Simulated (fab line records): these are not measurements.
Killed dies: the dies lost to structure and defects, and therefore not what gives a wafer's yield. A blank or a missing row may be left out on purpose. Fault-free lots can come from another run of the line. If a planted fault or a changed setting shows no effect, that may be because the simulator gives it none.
Which of the tools did it? / flow sky130 / 36 wafers sampled from 12 lots at 1 step of a route of 708

== WHAT THE GAUGES SHOWED, per wafer ==
SKY_METAL4_OVL_MEAS_14.
lot=L625; measured=day 41 11:07; on=overlay-01; METAL4_OVL (nm)=10 13 7
lot=L626; measured=day 42 02:02; on=overlay-01; METAL4_OVL (nm)=11 9 8
lot=L627; measured=day 42 03:43; on=overlay-01; METAL4_OVL (nm)=5 7 9
lot=L631; measured=day 43 09:08; on=overlay-01; METAL4_OVL (nm)=-3 0 1
lot=L634; measured=day 44 12:47; on=overlay-01; METAL4_OVL (nm)=3 5 4
lot=L639; measured=day 45 11:18; on=overlay-02; METAL4_OVL (nm)=2 9 1
lot=L640; measured=day 46 03:14; on=overlay-02; METAL4_OVL (nm)=2 -2 0
lot=L643; measured=day 46 14:11; on=overlay-02; METAL4_OVL (nm)=6 2 5
lot=L644; measured=day 46 22:07; on=overlay-02; METAL4_OVL (nm)=0 0 -2
lot=L646; measured=day 47 07:06; on=overlay-02; METAL4_OVL (nm)=-7 -8 -7
lot=L647; measured=day 47 09:15; on=overlay-02; METAL4_OVL (nm)=0 -6 1
lot=L648; measured=day 47 16:28; on=overlay-01; METAL4_OVL (nm)=-6 0 -5

== EACH LOT AND THE TOOL THAT RAN IT (in order: tool; ch and the chambers of the sampled wafers; start) ==
The record shows no process step preceding these readings.

== AS READ BY THE TOOLS THEMSELVES (means over the sampled wafers that have a number; for cases with no such wafer, the mark the record gives instead) ==
The record holds no such reading with a usual standard deviation.

== THE ANSWER, worked out from the rows above alone ==
Rule: the usual values come from the lots themselves. Put in order of their means at a reading, lots are off if they are a third of the lots or fewer, leave a main group of 4 or more, and stand apart from it by a gap of 3 or more times the standard deviation of the main group's means; of several such gaps the widest counts. A main group is skipped when, at the precision printed for the reading in the tables above, its means are all equal. A lot without any number at a reading at which 4 lots or more have one is off too. All remaining lots with rows at the step are treated as sound. The gauges are gone through in route order, then the tools' own readings, and for those a lot's mean is taken as printed above. The first step at which some lot is off is used, and at that step the reading that is off furthest; a lot without a number counts as furthest.
None of the lots is off at any reading shown; this tells nothing.

== WHAT THE SIMULATOR HAD INSERTED ==
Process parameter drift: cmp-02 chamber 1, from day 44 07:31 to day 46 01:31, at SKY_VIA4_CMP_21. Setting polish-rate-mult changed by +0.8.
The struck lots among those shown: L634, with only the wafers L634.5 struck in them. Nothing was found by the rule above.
